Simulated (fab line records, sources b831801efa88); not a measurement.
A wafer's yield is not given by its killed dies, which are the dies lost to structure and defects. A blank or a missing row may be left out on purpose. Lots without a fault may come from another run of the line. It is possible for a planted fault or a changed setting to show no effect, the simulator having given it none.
A single fault, viewed from 2 desks | flow gf180mcu | each desk has only its own numbers; what lay behind them comes last

## FROM THE METROLOGY DESK
Means of the sampled wafers that have a number, per lot and without regard to the tool the lot ran on: this is what the gauges read. The brackets show how far a lot's mean lies from the usual mean; more than 4 standard deviations puts the lot out of limits, marked OUT.
Columns: A = cdNm at GF_V1_CD_MEAS_14, usual 259.8 nm
lot  | first seen here | A
L382 | day 18 20:47    | 258.8
L384 | day 19 02:20    | 261.0
L385 | day 19 22:34    | 258.6
L387 | day 20 10:59    | 259.5
L386 | day 20 13:51    | 259.9
L388 | day 20 22:13    | 259.9
L390 | day 21 19:49    | 261.4
L391 | day 22 00:47    | 257.9
L392 | day 22 10:56    | 259.1
L397 | day 23 23:47    | 249.1 (-9.7) OUT
L401 | day 25 04:59    | 251.4 (-7.7) OUT
L404 | day 26 02:40    | 259.2
Finding of this desk: L397, L401 out of limits; the first was L397 at day 23 23:47, on cdNm at GF_V1_CD_MEAS_14. Within limits: L382, L384, L385, L387, L386, L388, L390, L391, L392, L404.

## DESK OF THE TOOL OWNER: krfScanner-02
The tool's own readings at GF_V1_EXPOSE_11 (exposes mask Via1, target cd 260 nm): means of the sampled wafers that have a number, for each lot that ran on this tool. The brackets show how far a lot's mean lies from the usual mean; more than 4 standard deviations puts the lot out of limits, marked OUT.
Columns: A = exposureDoseMJCm2 at GF_V1_EXPOSE_11, usual 37.93
lot  | first seen here | A
L385 | day 19 10:34    | 37.97
L387 | day 19 23:04    | 37.95
L392 | day 21 23:22    | 37.95
L397 | day 23 12:59    | 35.30 (-73) OUT
L401 | day 24 18:11    | 35.82 (-59) OUT
Finding of this desk: L397, L401 out of limits; the first was L397 at day 23 12:59, on exposureDoseMJCm2 at GF_V1_EXPOSE_11. Within limits: L385, L387, L392.

## BROUGHT TOGETHER
An alarm could have come from the tool owner's desk at day 23 12:59, on L397, L401.
L397, L401 would have let the metrology desk raise an alarm at day 23 23:47.
Every lot named ran GF_V1_EXPOSE_11 on krfScanner-02.

## WHAT HAD BEEN PUT IN BY THE SIMULATOR
Drift in process parameters on krfScanner-02 at GF_V1_EXPOSE_11, starting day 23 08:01. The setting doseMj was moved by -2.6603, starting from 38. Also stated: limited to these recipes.
Struck lots among those shown: L397, L401.
Hours from the fault's start to each desk's first reading out of limits: the tool owner's desk, 5; the metrology desk, 16.
